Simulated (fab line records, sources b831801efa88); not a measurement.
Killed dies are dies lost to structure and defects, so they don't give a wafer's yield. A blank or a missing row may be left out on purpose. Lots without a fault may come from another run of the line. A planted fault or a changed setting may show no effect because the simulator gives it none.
A struck lot beside a sound one | flow sky130 | 15 steps out of a route of 708
Sound: wafers L112.1, L112.2, L112.6. Struck: wafers L122.1, L122.4, L122.5. The cause comes at the end.
At each step with rows: each side's tool, then ch and its chambers, then its first start. Under that, the readings that differ: sound wafers | struck wafers | difference of the means | sigmas: that difference in standard deviations of wafers without a fault.
alike: readings whose means differ by less than 2 such deviations, and words and numbers that are the same on both sides. not compared: withheld readings, readings that some wafer has no value for, bounds like >300 that may hide the same value, and numbers for which the record gives no deviation and whose values overlap.
The two part at a step that has a row with sigmas, a row that says differs or no value, or rows on one side only. Numbers that don't overlap but have no deviation are shown without sigmas and don't part them. A reading that every wafer of one side lacks parts them only if that side has two wafers or more.

first, 6 steps without rows for these wafers: SKY_LDD_N_HMDS_01 (prime time 60 s); SKY_LDD_N_COAT_02 (resist thk 300 nm); SKY_LDD_N_SOFTBAKE_03 (time 60 s); SKY_LDD_N_EXPOSE_04 (exposes mask NTM, target cd 840 nm); SKY_LDD_N_PEB_05; SKY_LDD_N_DEVELOP_06 (develop time 60 s).
SKY_LDD_N_OVL_MEAS_07:
  sound on overlay-01, day 18 20:31; struck on overlay-01, day 22 21:31
  alike: LDD_N_OVL
then, 5 steps without rows for these wafers: SKY_LDD_N_IMPLANT_08; SKY_LDD_N_IMPLANT_09; SKY_LDD_N_IMPLANT_10; SKY_LDD_N_IMPLANT_11; SKY_LDD_N_IMPLANT_12.
SKY_LDD_N_IMPLANT_13:
  sound on implanter-01 ch 0, day 18 21:17; struck on implanter-02 ch 0, day 22 22:18
  reading            | sound                | struck              | difference | sigmas
  tilt_deg (degrees) | 30.020 29.977 29.973 | 0.020 -0.014 -0.001 | -29.988    | -99 or more
  alike: rotation_deg
then, 1 step without rows for these wafers: SKY_LDD_N_IMPLANT_14.
-- the record jumps here: 26 days lie between the struck wafers' starts before and after (it left off in module LDD_N and takes up again in module PAD_OPEN, whose first step shown is number 708 of the route) --
SKY_PAD_OPEN_PROBE_99:
  sound on prober-02, day 46 12:29; struck on prober-02, day 49 02:14
  reading                                   | sound               | struck               | difference | sigmas
  model.etest.nfet_01v8_turned.vt_sat_v (V) | 0.6581 0.6506 0.651 | 0.6729 0.6692 0.6727 | +0.0184    |
  alike: killed_at_M0_to_M3, killed_at_M4_up, killed_at_contacts, killed_at_front_end, killed_at_other, killed_dies, killed_on_rim, killed_open, killed_short

WHERE THEY PART
Only at SKY_LDD_N_IMPLANT_13, within this record. Later steps at which nothing parts them and some readings are alike: SKY_PAD_OPEN_PROBE_99.

WHY: what the simulator had put in
Process parameter drift: implanter-02, from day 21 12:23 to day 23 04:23, at SKY_LDD_N_IMPLANT_13. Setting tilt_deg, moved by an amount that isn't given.
